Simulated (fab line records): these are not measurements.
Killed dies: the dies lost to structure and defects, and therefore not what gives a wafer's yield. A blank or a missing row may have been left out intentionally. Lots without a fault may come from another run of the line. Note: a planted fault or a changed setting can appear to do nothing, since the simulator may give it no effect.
The same fault as seen by 2 desks :: flow sfqLine :: each desk has only its own numbers; what lay behind them comes last

AT THE METROLOGY DESK
Lot by lot, what the gauges showed, no matter which tool ran the lot: averages of those sampled wafers that carry a number. Any lot whose mean is over 4 standard deviations away from the usual mean is out of limits and marked OUT; that distance is given in the brackets.
Columns: A = M1_NB_RS at SFQ_M1_RS_MEAS_909, usual 0.889 ohm/sq; B = I1_OVL at SFQ_I1_OVL_MEAS_913, usual 0 nm
lot: L539
first seen here: day 17 05:16
A: 0.894
B: -5

lot: L540
first seen here: day 17 19:20
A: 0.890
B: -0

lot: L541
first seen here: day 18 21:26
A: 0.890
B: 3

lot: L545
first seen here: day 20 05:50
A: 0.895
B: 3

lot: L550
first seen here: day 23 04:59
A: 0.753 (-15) OUT
B: -4

lot: L551
first seen here: day 23 09:47
A: 0.761 (-14) OUT
B: 2

lot: L553
first seen here: day 24 00:12
A: 0.877
B: -3

lot: L554
first seen here: day 24 13:22
A: 0.879
B: -9

lot: L555
first seen here: day 25 05:13
A: 0.890
B: 0

lot: L558
first seen here: day 25 23:14
A: 0.884
B: 11

lot: L559
first seen here: day 26 07:35
A: 0.892
B: 4

lot: L560
first seen here: day 26 16:01
A: 0.879
B: 3

lot: L561
first seen here: day 26 23:13
A: 0.889
B: 8

lot: L562
first seen here: day 27 10:13
A: 0.888
B: 6
This desk's result: L550, L551 out of limits, first on L550 (M1_NB_RS at SFQ_M1_RS_MEAS_909), day 23 04:59. L539, L540, L541, L545, L553, L554, L555, L558, L559, L560, L561, L562: within limits.

DESK OF THE TOOL OWNER: pvdSputter-05
The tool's own readings at SFQ_TRILAYER_M1_DEP_SPUTTER_037 (material Nb, target thk 200 nm, time 133.3 s): means of the sampled wafers that have a number, for each lot that ran on this tool. Any lot whose mean is over 4 standard deviations away from the usual mean is out of limits and marked OUT; that distance is given in the brackets.
Columns: A = throttleValvePct at SFQ_TRILAYER_M1_DEP_SPUTTER_037, usual 30.1 %
lot: L541
first seen here: day 18 21:20
A: 29.7

lot: L550
first seen here: day 23 04:52
A: 29.5

lot: L551
first seen here: day 23 09:40
A: 30.3

lot: L560
first seen here: day 26 15:54
A: 29.6
This desk found nothing out of limits on any of the 4 lots.

ALL TOGETHER
The metrology desk could have raised an alarm at day 23 04:59, on L550, L551.
The tool owner's desk saw nothing out of limits.
Tool owner's desk: L550, L551 on record, inside its limits.
On pvdSputter-05, each named lot ran SFQ_TRILAYER_M1_DEP_SPUTTER_037.

WHAT HAD BEEN PUT IN BY THE SIMULATOR
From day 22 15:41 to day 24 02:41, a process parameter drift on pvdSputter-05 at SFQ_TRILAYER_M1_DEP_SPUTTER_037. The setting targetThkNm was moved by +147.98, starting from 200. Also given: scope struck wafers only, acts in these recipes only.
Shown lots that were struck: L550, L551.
Time in hours between the start of the fault and the first out-of-limits reading at each desk: metrology desk, 13.
